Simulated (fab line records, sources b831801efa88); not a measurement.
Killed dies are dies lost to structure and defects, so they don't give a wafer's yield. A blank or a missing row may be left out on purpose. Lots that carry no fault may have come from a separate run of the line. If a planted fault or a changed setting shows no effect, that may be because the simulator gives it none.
fab line records	flow gf180mcu
[record] lots = 15	wafers = 45	last_day = 34
route steps=602 shown V1@361 M2@363 V2@383
lots untouched by any fault: they come from a run of this same line in which no faults occurred
start_h: hours from the record's first day to the start of the lot's first wafer shown	wait_h: time in hours since the lot's previous step	" the same as in the row above	L1.1+2: several wafers, shown together as one row	- no value present, or no start provided	* or withheld: withheld	< > ~ a bound
route shown NAME@n: names a module that has steps shown in the file, with the first one's number in the route	usual: mean/standard deviation taken from wafers without a fault	same: alike in all rows	chamber/n: place in a boat	sites: per-site readings	_std_site: standard deviation of those values	_edge_site: the outer-site mean with the inner-site mean subtracted	radius_mm: how far each site lies from the wafer's centre	mask NAME#n: copy n	behind: tool/chamber where the wafer was last shaped	hold: cause of the lot's hold/its duration in hours/its outcome	device: names the non-switching transistor (n, p or np)	end of line: at the end of the route, the tests of the same wafers	where a step has no rows: the recipe by itself	killed: the dies lost at the first sort to structure and to defects; this is not the yield of the wafer	map: dies across one wafer; x = killed, . = not, _ = none there
set.NAME: the setting that was run; set.NAME@STEP: the one run at that earlier step	model.NAME: the simulator's own value behind a step, which no gauge read
a sample of lots followed through the steps of the route, with each step as a table and each wafer as a row
services: a tool's chamber out of use, with start hour (start_h, from the record's first day; less than 0 if before it), hours out, and reason
[[steps]]
[step GF_V1_CMP_26]
[recipe] stop_on = SiO2	down_force_psi = 3.5	platen_rpm = 60	t_overpolish_s = 15	target_thk_nm = 0	pad_velocity_m_s = 0.94248
[usual] edge_zone_pressure_frac = 1.000/0.0044	motor_current_A = 11.1/0.63	overpolish_run_s = 15.000/0.0086	time_to_endpoint_s = 82/3.2
lot.wafer	tool	chamber	start_h	wait_h	edge_zone_pressure_frac	motor_current_A	overpolish_run_s	time_to_endpoint_s
L937.3	cmp-02	3	411.53	0.1	1.003	10.6	15.000	83
L937.1	"	0	"	"	0.999	11.2	14.997	79
L937.2	"	1	"	"	1.004	11.2	15.002	77
L938.2	cmp-01	1	417.43	0.1	0.998	10.8	14.998	87
L938.4	"	2	"	"	0.992	11.1	14.997	85
L938.1	"	3	"	"	0.996	10.9	14.990	85
L939.2	cmp-01	3	428.33	0.2	0.997	11.5	14.986	78
L939.6	"	0	"	"	1.013	11.4	15.008	82
L939.5	"	1	"	"	0.999	10.2	15.010	85
L941.2	cmp-02	3	449.82	0.1	1.000	10.3	14.993	85
L941.6	"	2	"	"	1.003	10.2	14.993	85
L941.5	"	3	"	"	0.994	10.4	14.999	87
L942.1	cmp-02	3	462.23	0.1	1.000	10.6	14.978	82
L942.3	"	0	"	"	1.004	11.1	15.007	82
L942.6	"	0	"	"	0.996	11.1	14.997	82
L943.2	cmp-02	3	468.64	0.1	1.002	10.4	14.993	84
L943.3	"	0	"	"	0.996	10.9	14.998	87
L943.4	"	1	"	"	1.001	11.5	14.989	89
L948.2	cmp-02	0	515.97	0.0	0.999	11.7	15.000	81
L948.1	"	3	"	"	1.003	11.1	15.010	85
L948.5	"	0	"	"	1.000	10.7	15.015	81
L951.4	cmp-02	3	541.07	0.2	1.000	10.2	14.988	81
L951.5	"	0	"	"	1.000	11.2	14.997	77
L951.6	"	1	"	"	0.994	12.1	15.008	82
L952.2	cmp-02	0	545.70	0.0	1.004	12.2	14.995	81
L952.4	"	3	"	"	0.997	10.4	15.002	81
L952.5	"	0	"	"	1.009	10.9	15.009	81
L953.3	cmp-02	3	552.60	0.0	1.002	10.7	14.987	87
L953.1	"	1	"	"	1.006	12.0	15.002	87
L953.4	"	2	"	"	0.999	10.3	14.998	84
L954.4	cmp-01	2	562.88	0.0	1.002	11.1	15.012	75
L954.3	"	0	"	"	1.007	11.6	15.008	81
L954.5	"	2	"	"	0.998	10.8	14.990	81
L955.2	cmp-02	2	572.24	0.1	0.996	10.0	15.002	81
L955.3	"	3	"	"	1.001	10.5	14.995	83
L955.6	"	1	"	"	0.998	12.1	15.011	85
L956.4	cmp-01	2	577.68	0.0	0.995	11.7	15.002	79
L956.3	"	1	"	"	1.005	10.5	14.999	78
L956.5	"	2	"	"	0.995	11.2	14.993	78
L958.1	cmp-02	2	587.43	0.1	1.004	10.8	15.001	81
L958.3	"	0	"	"	0.994	11.1	14.985	82
L958.2	"	1	"	"	1.000	11.5	14.995	84
L960.4	cmp-02	0	604.18	0.1	0.996	10.7	14.986	83
L960.2	"	2	"	"	0.998	10.2	15.002	81
L960.5	"	3	"	"	1.002	11.1	14.995	82
[step GF_M2_SPUTTER_01]
[recipe] material = TiN	target_thk_nm = 30	power_w = 6500	time_s = 25	chamber_pressure_pa = 0.4
[usual] chamber_pressure_pa = 0.4000/0.00082	throttle_valve_pct = 29.7/0.72
lot.wafer	tool	chamber	start_h	wait_h	chamber_pressure_pa	throttle_valve_pct
L937.1	pvd_sputter-02	-	411.88	0.1	0.3993	29.2
L937.2	"	-	"	"	0.4007	30.9
L937.3	"	-	"	"	0.3994	30.3
L938.1	pvd_sputter-01	-	417.78	0.1	0.4013	29.4
L938.2	"	-	"	"	0.3998	28.7
L938.4	"	-	"	"	0.3996	29.3
L939.2	pvd_sputter-02	-	428.58	0.1	0.3992	29.1
L939.5	"	-	"	"	0.3987	29.2
L939.6	"	-	"	"	0.4003	30.8
L941.2	pvd_sputter-03	-	450.17	0.1	0.4003	29.2
L941.5	"	-	"	"	0.3993	29.0
L941.6	"	-	"	"	0.3994	29.8
L942.1	pvd_sputter-01	-	462.63	0.1	0.4003	30.7
L942.3	"	-	"	"	0.4000	29.2
L942.6	"	-	"	"	0.3999	29.2
L943.2	pvd_sputter-01	-	468.99	0.1	0.4002	30.9
L943.3	"	-	"	"	0.3999	29.3
L943.4	"	-	"	"	0.3992	29.3
L948.1	pvd_sputter-01	-	516.37	0.1	0.3998	28.4
L948.2	"	-	"	"	0.3992	29.6
L948.5	"	-	"	"	0.3990	29.3
L951.4	pvd_sputter-03	-	541.32	0.1	0.3999	29.2
L951.5	"	-	"	"	0.4020	29.1
L951.6	"	-	"	"	0.4006	29.7
L952.2	pvd_sputter-01	-	546.10	0.1	0.3998	29.4
L952.4	"	-	"	"	0.3994	30.5
L952.5	"	-	"	"	0.4016	29.4
L953.1	pvd_sputter-02	-	553.00	0.1	0.4008	30.9
L953.3	"	-	"	"	0.3998	28.5
L953.4	"	-	"	"	0.3987	30.2
L954.3	pvd_sputter-01	-	563.28	0.1	0.4005	29.3
L954.4	"	-	"	"	0.3988	28.9
L954.5	"	-	"	"	0.4014	29.7
L955.2	pvd_sputter-02	-	572.54	0.1	0.3994	31.1
L955.3	"	-	"	"	0.4000	28.7
L955.6	"	-	"	"	0.4014	28.9
L956.3	pvd_sputter-02	-	578.08	0.1	0.3989	28.8
L956.4	"	-	"	"	0.3996	29.4
L956.5	"	-	"	"	0.3982	30.7
L958.1	pvd_sputter-03	-	587.83	0.1	0.3998	29.8
L958.2	"	-	"	"	0.3989	30.4
L958.3	"	-	"	"	0.3998	29.2
L960.2	pvd_sputter-02	-	604.53	0.1	0.4007	30.9
L960.4	"	-	"	"	0.4004	28.8
L960.5	"	-	"	"	0.3998	29.1
[step GF_V2_THK_MEAS_01]
[recipe] reads = SiO2_of_V2_CVD_00
[usual] V2_CVD_00_THK = 603/6.4
lot.wafer	tool	chamber	start_h	wait_h	V2_CVD_00_THK[nm]
L937.1	film_metro-04	-	436.41	0.0	605
L937.2	"	-	"	"	601
L937.3	"	-	"	"	596
L938.1	film_metro-01	-	443.69	0.0	603
L938.2	"	-	"	"	602
L938.4	"	-	"	"	604
L939.2	film_metro-04	-	454.76	0.0	608
L939.5	"	-	"	"	602
L939.6	"	-	"	"	607
L941.2	film_metro-01	-	474.37	0.0	600
L941.5	"	-	"	"	596
L941.6	"	-	"	"	597
L942.1	film_metro-04	-	487.34	0.0	596
L942.3	"	-	"	"	602
L942.6	"	-	"	"	597
L943.2	film_metro-03	-	493.50	0.0	607
L943.3	"	-	"	"	617
L943.4	"	-	"	"	605
L948.1	film_metro-03	-	540.81	0.0	603
L948.2	"	-	"	"	611
L948.5	"	-	"	"	603
L951.4	film_metro-01	-	564.39	0.0	600
L951.5	"	-	"	"	593
L951.6	"	-	"	"	598
L952.2	film_metro-03	-	568.92	0.0	606
L952.4	"	-	"	"	611
L952.5	"	-	"	"	603
L953.1	film_metro-01	-	575.61	0.0	610
L953.3	"	-	"	"	617
L953.4	"	-	"	"	608
L954.3	film_metro-01	-	586.23	0.1	608
L954.4	"	-	"	"	608
L954.5	"	-	"	"	608
L955.2	film_metro-04	-	594.81	0.0	604
L955.3	"	-	"	"	606
L955.6	"	-	"	"	605
L956.3	film_metro-04	-	599.98	0.1	592
L956.4	"	-	"	"	602
L956.5	"	-	"	"	599
L958.1	film_metro-01	-	609.60	0.0	599
L958.2	"	-	"	"	605
L958.3	"	-	"	"	603
L960.2	film_metro-01	-	626.69	0.0	599
L960.4	"	-	"	"	603
L960.5	"	-	"	"	590
[step GF_V2_EXPOSE_11]
[recipe] mask_id = Via2	target_cd_nm = 260	na = 0.68	source_shape = conventional	sigma_outer = 0.6	dose_mj = 38
[usual] exposure_dose_mJ_cm2 = 37.96/0.039	focus_offset_nm = 0.1/0.61
lot.wafer	tool	chamber	start_h	wait_h	mask	exposure_dose_mJ_cm2	focus_offset_nm
L937.1	krf_scanner-01	0	449.28	-	Via2#0	37.98	-1.1
L937.2	"	0	"	"	Via2#0	37.97	0.4
L937.3	"	0	"	"	Via2#0	38.01	-0.1
L938.1	krf_scanner-01	0	456.66	-	Via2#0	37.99	-0.3
L938.2	"	0	"	"	Via2#0	38.00	-0.4
L938.4	"	0	"	"	Via2#0	38.01	-0.9
L939.2	krf_scanner-02	0	467.41	-	Via2#0	38.05	0.5
L939.5	"	0	"	"	Via2#0	38.02	0.2
L939.6	"	0	"	"	Via2#0	38.03	0.8
L941.2	krf_scanner-02	-	487.36	-	Via2#0	-	-
L941.5	"	-	"	"	Via2#0	-	-
L941.6	"	-	"	"	Via2#0	-	-
L942.1	krf_scanner-02	-	499.77	-	Via2#0	-	-
L942.3	"	-	"	"	Via2#0	-	-
L942.6	"	-	"	"	Via2#0	-	-
L943.2	krf_scanner-01	-	506.15	-	Via2#0	-	-
L943.3	"	-	"	"	Via2#0	-	-
L943.4	"	-	"	"	Via2#0	-	-
L948.1	krf_scanner-02	0	552.54	-	Via2#0	37.95	-0.1
L948.2	"	0	"	"	Via2#0	37.95	-0.2
L948.5	"	0	"	"	Via2#0	37.93	-1.2
L951.4	krf_scanner-02	0	576.13	-	Via2#0	37.93	0.0
L951.5	"	0	"	"	Via2#0	37.92	-0.6
L951.6	"	0	"	"	Via2#0	37.96	-0.7
L952.2	krf_scanner-02	0	580.09	-	Via2#0	37.96	1.1
L952.4	"	0	"	"	Via2#0	37.92	0.3
L952.5	"	0	"	"	Via2#0	37.92	0.8
L953.1	krf_scanner-02	0	586.97	-	Via2#0	37.92	0.6
L953.3	"	0	"	"	Via2#0	37.95	0.4
L953.4	"	0	"	"	Via2#0	37.97	0.5
L954.3	krf_scanner-01	0	597.22	-	Via2#0	37.98	0.1
L954.4	"	0	"	"	Via2#0	37.96	0.8
L954.5	"	0	"	"	Via2#0	37.98	1.2
L955.2	krf_scanner-02	0	606.45	-	Via2#0	37.93	-1.1
L955.3	"	0	"	"	Via2#0	37.95	-0.3
L955.6	"	0	"	"	Via2#0	37.96	0.2
L956.3	krf_scanner-02	0	611.11	-	Via2#0	37.98	0.3
L956.4	"	0	"	"	Via2#0	37.96	-0.2
L956.5	"	0	"	"	Via2#0	37.91	-0.1
L958.1	krf_scanner-02	0	620.93	-	Via2#0	37.95	0.7
L958.2	"	0	"	"	Via2#0	37.93	0.3
L958.3	"	0	"	"	Via2#0	37.97	0.4
L960.2	krf_scanner-01	0	637.60	-	Via2#0	37.94	0.4
L960.4	"	0	"	"	Via2#0	37.96	0.8
L960.5	"	0	"	"	Via2#0	37.91	0.2
[[services]]
tool	chamber	start_h	hours	kind
cmp-01	-	404.18	4.0	pm
cmp-02	-	408.50	2.7	repair
cmp-02	-	408.79	0.5	repair
krf_scanner-02	-	412.47	1.0	pm
krf_scanner-02	-	413.47	0.8	pm
cmp-02	-	419.25	1.3	repair
krf_scanner-01	-	439.12	1.3	pm
krf_scanner-02	-	472.22	1.3	pm
cmp-02	-	476.21	0.8	repair
krf_scanner-01	-	477.51	0.5	repair
pvd_sputter-02	-	480.43	8.2	repair
krf_scanner-01	-	480.96	0.8	pm
krf_scanner-01	-	497.07	0.2	repair
krf_scanner-02	-	508.18	4.0	pm
krf_scanner-01	-	517.67	1.2	repair
krf_scanner-01	-	522.87	1.0	pm
krf_scanner-02	-	527.42	0.4	repair
cmp-02	-	529.00	1.0	repair
krf_scanner-02	-	555.47	1.0	pm
cmp-02	-	573.79	4.0	pm
krf_scanner-02	-	577.70	0.8	pm
pvd_sputter-01	-	588.96	2.7	repair
cmp-02	-	589.42	3.0	repair
krf_scanner-01	-	615.02	1.3	pm
[[key]]
[first_sign] step = GF_V2_EXPOSE_11	reading = tool_record	direction = missing
effect none on later readings
met_at GF_V2_EXPOSE_11
struck_lots L941,L942,L943
later_rows_left_out L941.2,L941.5,L941.6,L942.1,L942.3,L942.6,L943.2,L943.3,L943.4
sort_left_out L941.2,L941.5,L941.6,L942.1,L942.3,L942.6,L943.2,L943.3,L943.4
not_acting_at GF_V1_CMP_26,GF_M2_SPUTTER_01,GF_V2_THK_MEAS_01
onset_between 467.41 487.36
[fault] kind = skipped_step_whole	tool = krf_scanner-01,krf_scanner-02	chamber = -	onset_h = 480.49	steps = GF_V2_EXPOSE_11	scope = struck_lots_only
// sort_left_out: the simulated sort isn't trusted on such a fault, so these wafers' sort isn't shown, and their yield isn't known
// later_rows_left_out: the simulator's readings of these wafers behind a module that went badly wrong aren't trusted and aren't shown, but for the sort
